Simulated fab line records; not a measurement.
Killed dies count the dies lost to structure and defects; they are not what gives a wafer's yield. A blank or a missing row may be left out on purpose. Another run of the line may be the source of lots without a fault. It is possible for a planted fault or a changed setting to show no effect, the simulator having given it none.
Which tool was responsible? / flow gf180mcu / 33 wafers from 11 lots sampled at 6 of the route's 602 steps

## WHAT EACH GAUGE READ, for each wafer
GF_HV_LDD_OVL_MEAS_08. Usual: HV_LDD_OVL gives 0.4 nm (standard deviation 1.4).
lot=L459; measured=day 10 02:05; on=overlay-01; HV_LDD_OVL (nm)=-0.1 0.7 0.0; flag=
lot=L461; measured=day 10 16:53; on=overlay-02; HV_LDD_OVL (nm)=-1.9 0.9 1.0; flag=
lot=L464; measured=day 11 16:31; on=overlay-01; HV_LDD_OVL (nm)=2.6 2.2 -1.4; flag=
lot=L467; measured=day 12 13:38; on=overlay-02; HV_LDD_OVL (nm)=0.2 -2.5 -0.4; flag=
lot=L468; measured=day 12 17:11; on=overlay-02; HV_LDD_OVL (nm)=-0.2 0.1 2.0; flag=
lot=L469; measured=day 13 04:40; on=overlay-01; HV_LDD_OVL (nm)=0.2 -0.9 0.6; flag=
lot=L474; measured=day 14 20:58; on=overlay-01; HV_LDD_OVL (nm)=0.4 -0.8 -0.6; flag=
lot=L478; measured=day 16 02:56; on=overlay-02; HV_LDD_OVL (nm)=-1.4 0.8 0.5; flag=
lot=L479; measured=day 16 07:44; on=overlay-02; HV_LDD_OVL (nm)=0.0 -0.2 -0.7; flag=
lot=L480; measured=day 16 12:25; on=overlay-02; HV_LDD_OVL (nm)=1.4 2.9 3.0; flag=
lot=L481; measured=day 16 22:49; on=overlay-02; HV_LDD_OVL (nm)=0.5 -0.6 2.0; flag=

GF_HV_LDD_CD_MEAS_46: the cd target is 400 nm. Usual: 400.2 nm for cdNm, sd 1.9.
lot=L459; measured=day 12 09:51; on=cdSem-02; cdNm (nm)=398.7 397.3 398.0; flag=
lot=L461; measured=day 13 01:52; on=cdSem-02; cdNm (nm)=398.8 398.7 398.9; flag=
lot=L464; measured=day 14 03:40; on=cdSem-01; cdNm (nm)=399.7 400.0 401.5; flag=
lot=L467; measured=day 15 03:16; on=cdSem-02; cdNm (nm)=396.4 397.3 398.4; flag=
lot=L468; measured=day 15 06:04; on=cdSem-01; cdNm (nm)=399.2 401.0 399.9; flag=
lot=L469; measured=day 15 17:52; on=cdSem-02; cdNm (nm)=401.2 400.0 401.6; flag=
lot=L474; measured=day 17 15:55; on=cdSem-01; cdNm (nm)=403.5 402.8 399.0; flag=
lot=L478; measured=day 19 02:23; on=cdSem-01; cdNm (nm)=401.9 400.6 399.5; flag=
lot=L479; measured=day 19 05:41; on=cdSem-01; cdNm (nm)=402.0 400.5 401.1; flag=
lot=L480; measured=day 19 12:10; on=cdSem-01; cdNm (nm)=399.7 403.8 400.7; flag=
lot=L481; measured=day 20 00:11; on=cdSem-01; cdNm (nm)=397.1 397.3 397.8; flag=

GF_HV_LDD_TW_MEAS_50. Usual: HV_LDD_4_TW gives 573 (standard deviation 4.2).
lot=L459; measured=day 12 10:15; on=filmMetro-02; HV_LDD_4_TW=569 564 568; flag=
lot=L461; measured=day 13 02:17; on=filmMetro-01; HV_LDD_4_TW=569 573 571; flag=
lot=L464; measured=day 14 04:04; on=filmMetro-01; HV_LDD_4_TW=575 575 573; flag=
lot=L467; measured=day 15 03:41; on=filmMetro-02; HV_LDD_4_TW=572 573 566; flag=
lot=L468; measured=day 15 06:28; on=filmMetro-01; HV_LDD_4_TW=30 30 30; flag=OFF
lot=L469; measured=day 15 18:16; on=filmMetro-04; HV_LDD_4_TW=30 30 31; flag=OFF
lot=L474; measured=day 17 16:19; on=filmMetro-02; HV_LDD_4_TW=567 575 570; flag=
lot=L478; measured=day 19 02:46; on=filmMetro-02; HV_LDD_4_TW=573 574 574; flag=
lot=L479; measured=day 19 06:06; on=filmMetro-01; HV_LDD_4_TW=566 565 570; flag=
lot=L480; measured=day 19 12:34; on=filmMetro-04; HV_LDD_4_TW=578 580 580; flag=
lot=L481; measured=day 20 00:35; on=filmMetro-01; HV_LDD_4_TW=575 577 576; flag=

## TOOL THAT RAN EACH LOT (tool first, then ch and the chambers of the sampled wafers, then the start)
lot=L459; GF_HV_LDD_STRIP_22=plasmaAsher-04 ch 0, day 10 20:00; GF_HV_LDD_STRIP_37=plasmaAsher-03 ch 0,1, day 11 14:52; GF_HV_LDD_STRIP_49=plasmaAsher-02 ch 0,1, day 12 10:09
lot=L461; GF_HV_LDD_STRIP_22=plasmaAsher-04 ch 0,1, day 11 11:15; GF_HV_LDD_STRIP_37=plasmaAsher-02 ch 0,1, day 12 06:39; GF_HV_LDD_STRIP_49=plasmaAsher-02 ch 0,1, day 13 02:11
lot=L464; GF_HV_LDD_STRIP_22=plasmaAsher-02 ch 0,1, day 12 12:02; GF_HV_LDD_STRIP_37=plasmaAsher-02 ch 0,1, day 13 07:59; GF_HV_LDD_STRIP_49=plasmaAsher-02 ch 1, day 14 03:57
lot=L467; GF_HV_LDD_STRIP_22=plasmaAsher-04 ch 0, day 13 10:43; GF_HV_LDD_STRIP_37=plasmaAsher-04 ch 0,1, day 14 06:18; GF_HV_LDD_STRIP_49=plasmaAsher-02 ch 0,1, day 15 03:35
lot=L468; GF_HV_LDD_STRIP_22=plasmaAsher-02 ch 0,1, day 13 13:29; GF_HV_LDD_STRIP_37=plasmaAsher-04 ch 0,1, day 14 09:18; GF_HV_LDD_STRIP_49=plasmaAsher-03 ch 0,1, day 15 06:22
lot=L469; GF_HV_LDD_STRIP_22=plasmaAsher-03 ch 0,1, day 14 00:50; GF_HV_LDD_STRIP_37=plasmaAsher-02 ch 0,1, day 14 20:59; GF_HV_LDD_STRIP_49=plasmaAsher-04 ch 0,1, day 15 18:09
lot=L474; GF_HV_LDD_STRIP_22=plasmaAsher-03 ch 0,1, day 15 18:17; GF_HV_LDD_STRIP_37=plasmaAsher-04 ch 0,1, day 16 17:33; GF_HV_LDD_STRIP_49=plasmaAsher-04 ch 0,1, day 17 16:13
lot=L478; GF_HV_LDD_STRIP_22=plasmaAsher-03 ch 0, day 17 01:32; GF_HV_LDD_STRIP_37=plasmaAsher-02 ch 0,1, day 18 02:05; GF_HV_LDD_STRIP_49=plasmaAsher-02 ch 0,1, day 19 02:40
lot=L479; GF_HV_LDD_STRIP_22=plasmaAsher-02 ch 0,1, day 17 05:54; GF_HV_LDD_STRIP_37=plasmaAsher-02 ch 0,1, day 18 05:47; GF_HV_LDD_STRIP_49=plasmaAsher-04 ch 0,1, day 19 06:00
lot=L480; GF_HV_LDD_STRIP_22=plasmaAsher-02 ch 0,1, day 17 11:04; GF_HV_LDD_STRIP_37=plasmaAsher-04 ch 0,1, day 18 11:43; GF_HV_LDD_STRIP_49=plasmaAsher-02 ch 0,1, day 19 12:28
lot=L481; GF_HV_LDD_STRIP_22=plasmaAsher-02 ch 1, day 17 22:23; GF_HV_LDD_STRIP_37=plasmaAsher-04 ch 1, day 18 23:16; GF_HV_LDD_STRIP_49=plasmaAsher-02 ch 0,1, day 20 00:29
- GF_HV_LDD_STRIP_22: strips in O2/N2.
- GF_HV_LDD_STRIP_37: strips in O2/N2.
- GF_HV_LDD_STRIP_49: strips in O2/N2.

## AS READ BY THE TOOLS THEMSELVES (means over the sampled wafers that have a number; for cases with no such wafer, the mark the record gives instead)
GF_HV_LDD_STRIP_22. Usual: chamberPressureMTorr 1500.0 mTorr, standard deviation 1.3; drypumpMotorCurrentA 5.7 A, standard deviation 0.49; heaterPowerW 317 W, standard deviation 24; oesProductAu 0.716 a.u., standard deviation 0.0046; stripTimeToEndpointS 12.65 s, standard deviation 0.034.
lot=L459; tool=plasmaAsher-04; chamberPressureMTorr (mTorr)=1498.7; drypumpMotorCurrentA (A)=5.4; heaterPowerW (W)=308; oesProductAu (a.u.)=0.716; stripTimeToEndpointS (s)=12.60; flag=
lot=L461; tool=plasmaAsher-04; chamberPressureMTorr (mTorr)=1500.0; drypumpMotorCurrentA (A)=5.3; heaterPowerW (W)=303; oesProductAu (a.u.)=0.716; stripTimeToEndpointS (s)=12.66; flag=
lot=L464; tool=plasmaAsher-02; chamberPressureMTorr (mTorr)=1499.0; drypumpMotorCurrentA (A)=6.0; heaterPowerW (W)=339; oesProductAu (a.u.)=0.711; stripTimeToEndpointS (s)=12.68; flag=
lot=L467; tool=plasmaAsher-04; chamberPressureMTorr (mTorr)=1500.0; drypumpMotorCurrentA (A)=5.4; heaterPowerW (W)=307; oesProductAu (a.u.)=0.715; stripTimeToEndpointS (s)=12.60; flag=
lot=L468; tool=plasmaAsher-02; chamberPressureMTorr (mTorr)=1500.1; drypumpMotorCurrentA (A)=6.0; heaterPowerW (W)=330; oesProductAu (a.u.)=0.717; stripTimeToEndpointS (s)=12.63; flag=
lot=L469; tool=plasmaAsher-03; chamberPressureMTorr (mTorr)=1499.1; drypumpMotorCurrentA (A)=6.3; heaterPowerW (W)=347; oesProductAu (a.u.)=0.720; stripTimeToEndpointS (s)=12.68; flag=
lot=L474; tool=plasmaAsher-03; chamberPressureMTorr (mTorr)=1502.3; drypumpMotorCurrentA (A)=5.8; heaterPowerW (W)=327; oesProductAu (a.u.)=0.716; stripTimeToEndpointS (s)=12.65; flag=
lot=L478; tool=plasmaAsher-03; chamberPressureMTorr (mTorr)=1501.5; drypumpMotorCurrentA (A)=5.5; heaterPowerW (W)=304; oesProductAu (a.u.)=0.719; stripTimeToEndpointS (s)=12.67; flag=
lot=L479; tool=plasmaAsher-02; chamberPressureMTorr (mTorr)=1500.5; drypumpMotorCurrentA (A)=5.9; heaterPowerW (W)=327; oesProductAu (a.u.)=0.720; stripTimeToEndpointS (s)=12.67; flag=
lot=L480; tool=plasmaAsher-02; chamberPressureMTorr (mTorr)=1500.2; drypumpMotorCurrentA (A)=5.9; heaterPowerW (W)=327; oesProductAu (a.u.)=0.718; stripTimeToEndpointS (s)=12.64; flag=
lot=L481; tool=plasmaAsher-02; chamberPressureMTorr (mTorr)=1498.9; drypumpMotorCurrentA (A)=5.9; heaterPowerW (W)=316; oesProductAu (a.u.)=0.717; stripTimeToEndpointS (s)=12.65; flag=

GF_HV_LDD_STRIP_37. Usual: chamberPressureMTorr 1500.0 mTorr, standard deviation 1.4; drypumpMotorCurrentA 5.7 A, standard deviation 0.41; heaterPowerW 319 W, standard deviation 20; oesProductAu 0.716 a.u., standard deviation 0.0045; stripTimeToEndpointS 12.66 s, standard deviation 0.031.
lot=L459; tool=plasmaAsher-03; chamberPressureMTorr (mTorr)=1500.4; drypumpMotorCurrentA (A)=6.3; heaterPowerW (W)=339; oesProductAu (a.u.)=0.714; stripTimeToEndpointS (s)=12.68; flag=
lot=L461; tool=plasmaAsher-02; chamberPressureMTorr (mTorr)=1499.9; drypumpMotorCurrentA (A)=5.9; heaterPowerW (W)=325; oesProductAu (a.u.)=0.717; stripTimeToEndpointS (s)=12.68; flag=
lot=L464; tool=plasmaAsher-02; chamberPressureMTorr (mTorr)=1498.5; drypumpMotorCurrentA (A)=5.9; heaterPowerW (W)=324; oesProductAu (a.u.)=0.718; stripTimeToEndpointS (s)=12.68; flag=
lot=L467; tool=plasmaAsher-04; chamberPressureMTorr (mTorr)=1499.9; drypumpMotorCurrentA (A)=5.3; heaterPowerW (W)=300; oesProductAu (a.u.)=0.720; stripTimeToEndpointS (s)=12.67; flag=
lot=L468; tool=plasmaAsher-04; chamberPressureMTorr (mTorr)=-; drypumpMotorCurrentA (A)=-; heaterPowerW (W)=-; oesProductAu (a.u.)=-; stripTimeToEndpointS (s)=-; flag=OFF
lot=L469; tool=plasmaAsher-02; chamberPressureMTorr (mTorr)=-; drypumpMotorCurrentA (A)=-; heaterPowerW (W)=-; oesProductAu (a.u.)=-; stripTimeToEndpointS (s)=-; flag=OFF
lot=L474; tool=plasmaAsher-04; chamberPressureMTorr (mTorr)=1499.9; drypumpMotorCurrentA (A)=5.2; heaterPowerW (W)=297; oesProductAu (a.u.)=0.712; stripTimeToEndpointS (s)=12.64; flag=
lot=L478; tool=plasmaAsher-02; chamberPressureMTorr (mTorr)=1499.1; drypumpMotorCurrentA (A)=6.0; heaterPowerW (W)=332; oesProductAu (a.u.)=0.719; stripTimeToEndpointS (s)=12.63; flag=
lot=L479; tool=plasmaAsher-02; chamberPressureMTorr (mTorr)=1500.4; drypumpMotorCurrentA (A)=5.9; heaterPowerW (W)=322; oesProductAu (a.u.)=0.718; stripTimeToEndpointS (s)=12.63; flag=
lot=L480; tool=plasmaAsher-04; chamberPressureMTorr (mTorr)=1500.8; drypumpMotorCurrentA (A)=5.2; heaterPowerW (W)=294; oesProductAu (a.u.)=0.715; stripTimeToEndpointS (s)=12.65; flag=
lot=L481; tool=plasmaAsher-04; chamberPressureMTorr (mTorr)=1500.3; drypumpMotorCurrentA (A)=5.1; heaterPowerW (W)=286; oesProductAu (a.u.)=0.717; stripTimeToEndpointS (s)=12.64; flag=

GF_HV_LDD_STRIP_49. Usual: chamberPressureMTorr 1499.8 mTorr, standard deviation 1.3; drypumpMotorCurrentA 5.7 A, standard deviation 0.41; heaterPowerW 320 W, standard deviation 21; oesProductAu 0.716 a.u., standard deviation 0.0047; stripTimeToEndpointS 12.66 s, standard deviation 0.032.
lot=L459; tool=plasmaAsher-02; chamberPressureMTorr (mTorr)=1500.0; drypumpMotorCurrentA (A)=5.9; heaterPowerW (W)=329; oesProductAu (a.u.)=0.717; stripTimeToEndpointS (s)=12.65; flag=
lot=L461; tool=plasmaAsher-02; chamberPressureMTorr (mTorr)=1500.4; drypumpMotorCurrentA (A)=5.9; heaterPowerW (W)=327; oesProductAu (a.u.)=0.715; stripTimeToEndpointS (s)=12.64; flag=
lot=L464; tool=plasmaAsher-02; chamberPressureMTorr (mTorr)=1499.1; drypumpMotorCurrentA (A)=5.9; heaterPowerW (W)=318; oesProductAu (a.u.)=0.715; stripTimeToEndpointS (s)=12.67; flag=
lot=L467; tool=plasmaAsher-02; chamberPressureMTorr (mTorr)=1498.7; drypumpMotorCurrentA (A)=6.0; heaterPowerW (W)=336; oesProductAu (a.u.)=0.716; stripTimeToEndpointS (s)=12.68; flag=
lot=L468; tool=plasmaAsher-03; chamberPressureMTorr (mTorr)=1499.3; drypumpMotorCurrentA (A)=6.3; heaterPowerW (W)=349; oesProductAu (a.u.)=0.720; stripTimeToEndpointS (s)=27.72; flag=OFF
lot=L469; tool=plasmaAsher-04; chamberPressureMTorr (mTorr)=1499.8; drypumpMotorCurrentA (A)=5.2; heaterPowerW (W)=296; oesProductAu (a.u.)=0.715; stripTimeToEndpointS (s)=27.70; flag=OFF
lot=L474; tool=plasmaAsher-04; chamberPressureMTorr (mTorr)=1498.9; drypumpMotorCurrentA (A)=5.3; heaterPowerW (W)=301; oesProductAu (a.u.)=0.715; stripTimeToEndpointS (s)=12.60; flag=
lot=L478; tool=plasmaAsher-02; chamberPressureMTorr (mTorr)=1498.9; drypumpMotorCurrentA (A)=6.0; heaterPowerW (W)=333; oesProductAu (a.u.)=0.716; stripTimeToEndpointS (s)=12.66; flag=
lot=L479; tool=plasmaAsher-04; chamberPressureMTorr (mTorr)=1499.2; drypumpMotorCurrentA (A)=5.2; heaterPowerW (W)=292; oesProductAu (a.u.)=0.713; stripTimeToEndpointS (s)=12.64; flag=
lot=L480; tool=plasmaAsher-02; chamberPressureMTorr (mTorr)=1499.8; drypumpMotorCurrentA (A)=6.0; heaterPowerW (W)=335; oesProductAu (a.u.)=0.715; stripTimeToEndpointS (s)=12.64; flag=
lot=L481; tool=plasmaAsher-02; chamberPressureMTorr (mTorr)=1500.8; drypumpMotorCurrentA (A)=5.9; heaterPowerW (W)=331; oesProductAu (a.u.)=0.718; stripTimeToEndpointS (s)=12.68; flag=

## THE ANSWER, worked out from the rows above alone
Rule: lot off if the mean of its wafers having a number is beyond 3 standard deviations from the usual mean. A lot without any number at a reading at which 4 lots or more have one is off too. All remaining lots with rows at the step are treated as sound. After the gauges, taken in route order, come the tools' own readings; for these a lot's mean is taken, as printed above. The first step at which some lot is off is used, and at that step the reading that is off furthest; a lot without a number counts as furthest.
Off: at GF_HV_LDD_TW_MEAS_50 (HV_LDD_4_TW), L468, L469.
If a tool, at a process step before that reading, ran all the lots that are off and no sound lot after the first of them, it fits. Not tried: the gauges at GF_HV_LDD_TW_MEAS_50; whatever is off there is also off at GF_HV_LDD_STRIP_37, on other tools, and gauge error can't account for it. Of those tried, none fits.

## WHAT THE SIMULATOR PUT IN
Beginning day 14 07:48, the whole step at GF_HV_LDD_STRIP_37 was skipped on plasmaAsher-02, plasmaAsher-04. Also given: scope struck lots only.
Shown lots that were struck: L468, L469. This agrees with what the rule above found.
